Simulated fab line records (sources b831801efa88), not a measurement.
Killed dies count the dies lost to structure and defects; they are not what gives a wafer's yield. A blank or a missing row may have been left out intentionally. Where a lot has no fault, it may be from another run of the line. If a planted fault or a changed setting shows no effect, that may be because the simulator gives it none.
Matching of chambers    flow sfqLine    cmp-02 running SFQ_TRILAYER_I3_CMP_CMP_082: 4 sister chambers
The step polishes SiO2. 16 wafers are shown with their chamber, then 8 later ones without.

## WAFERS WITH THEIR CHAMBER
wafer   chamber  motorCurrentA (A)  timeToEndpointS (s)  retainingRingPressureFrac
L900.2  3        8.5                200                  0.996
L900.4  2        8.8                210                  0.998
L900.5  1        8.9                215                  1.008
L902.4  3        8.9                227                  0.995
L902.3  1        9.8                216                  1.003
L902.5  0        8.8                223                  1.012
L903.1  3        8.8                218                  0.994
L903.4  0        8.9                213                  1.003
L903.3  2        8.8                208                  1.009
L904.2  3        8.1                209                  1.004
L904.5  1        9.9                218                  0.991
L904.6  0        9.0                223                  1.000
L905.1  0        8.9                221                  1.008
L905.2  3        8.9                222                  0.997
L905.5  3        8.5                229                  0.998
L915.2  3        8.8                218                  0.992

SIGNATURES (means of the wafers above)
reading                    chamber 0  chamber 1  chamber 2  chamber 3  scatter within a chamber
motorCurrentA              8.900      9.533      8.800      8.643      0.309
timeToEndpointS            220.00     216.33     209.00     217.57     7.62
retainingRingPressureFrac  1.00575    1.00067    1.00350    0.99657    0.00567
Rule: a wafer's distance from a chamber is the root of the sum, over the readings, of the square of ((its reading less the chamber's mean) divided by the reading's scatter). If the next closest chamber is less than 2 further off than the closest, the wafer can't be placed; otherwise it belongs to the closest. How the scatter is found: for the shown wafers, subtract from each reading the mean of its chamber, square and add these, divide the total by (wafers less chambers), then take the root.

## WAFERS WHOSE CHAMBER IS MISSING
wafer   motorCurrentA (A)  timeToEndpointS (s)  retainingRingPressureFrac
L915.4  8.7                224                  1.010
L915.6  9.7                218                  0.998
L916.3  9.1                214                  0.990
L916.4  9.7                218                  0.995
L916.6  9.1                223                  0.992
L918.4  8.5                217                  0.998
L918.1  9.0                215                  0.998
L918.3  9.9                214                  0.997

## WHICH CHAMBER EACH WENT THROUGH
wafer   from the rows above                in truth
L915.4  can't be placed: 0 or 2 or 3       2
L915.6  1                                  1
L916.3  can't be placed: 3 or 1 or 2 or 0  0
L916.4  1                                  1
L916.6  can't be placed: 3 or 1 or 0 or 2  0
L918.4  can't be placed: 3 or 2 or 0       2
L918.1  can't be placed: 3 or 2 or 0 or 1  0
L918.3  1                                  1
Correctly placed: 3 of 8. From these rows, 5 cannot be placed; in 5 the true chamber is one of the candidates. Number placed wrongly: 0.
